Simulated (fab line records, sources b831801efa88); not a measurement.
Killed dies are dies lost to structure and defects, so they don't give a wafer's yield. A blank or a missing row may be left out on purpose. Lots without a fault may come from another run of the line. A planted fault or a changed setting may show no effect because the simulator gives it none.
Chamber matching | flow sky130 | SKY_CONTACT_CMP_27 on cmp-01: 4 sister chambers
The step polishes, stops on SiO2, t overpolish 15 s, target thk 0 nm. 14 wafers are shown with their chamber, then 7 later ones without.

WAFERS WITH THEIR CHAMBER
wafer  | chamber | motor_current_A (A) | time_to_endpoint_s (s) | overpolish_run_s (s)
L593.2 | 3       | 12.3                | 78                     | 15.021
L593.3 | 2       | 10.5                | 86                     | 15.006
L593.4 | 0       | 11.6                | 76                     | 14.997
L594.1 | 3       | 12.2                | 78                     | 15.007
L594.5 | 2       | 10.1                | 84                     | 14.988
L594.6 | 1       | 12.5                | 81                     | 15.000
L595.2 | 3       | 12.0                | 80                     | 15.001
L595.3 | 1       | 12.3                | 90                     | 14.993
L595.5 | 1       | 12.7                | 89                     | 14.992
L598.1 | 1       | 12.4                | 84                     | 14.995
L598.3 | 2       | 10.5                | 87                     | 15.004
L598.5 | 0       | 11.4                | 81                     | 14.999
L605.1 | 1       | 12.9                | 85                     | 15.008
L605.2 | 3       | 12.4                | 75                     | 15.012

SIGNATURES (means of the wafers above)
reading            | chamber 0 | chamber 1 | chamber 2 | chamber 3 | scatter within a chamber
motor_current_A    | 11.500    | 12.560    | 10.367    | 12.225    | 0.211
time_to_endpoint_s | 78.50     | 85.80     | 85.67     | 77.75     | 2.91
overpolish_run_s   | 14.99800  | 14.99760  | 14.99933  | 15.01025  | 0.00765
Rule: a wafer's distance from a chamber is the root of the sum, over the readings, of the square of ((its reading less the chamber's mean) divided by the reading's scatter). The wafer belongs to the nearest chamber; if the next one is less than 2 further off, it can't be placed. The scatter: the root of (the sum of the squares of (reading less its chamber's mean) over the shown wafers, divided by (wafers less chambers)).

WAFERS WITHOUT THEIR CHAMBER
wafer  | motor_current_A (A) | time_to_endpoint_s (s) | overpolish_run_s (s)
L605.5 | 12.9                | 71                     | 15.005
L607.2 | 11.2                | 79                     | 15.002
L607.3 | 10.3                | 83                     | 14.989
L607.6 | 10.8                | 84                     | 14.993
L613.1 | 12.5                | 86                     | 14.993
L613.5 | 12.9                | 89                     | 14.985
L613.6 | 11.2                | 78                     | 15.009

WHICH CHAMBER EACH WENT THROUGH
wafer  | from the rows above     | in truth
L605.5 | can't be placed: 3 or 1 | 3
L607.2 | 0                       | 0
L607.3 | 2                       | 2
L607.6 | can't be placed: 2 or 0 | 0
L613.1 | 1                       | 1
L613.5 | 1                       | 1
L613.6 | 0                       | 0
Placed correctly: 5 of 7. Can't be placed from these rows: 2 (the true chamber is among the candidates in 2). Placed wrongly: 0.
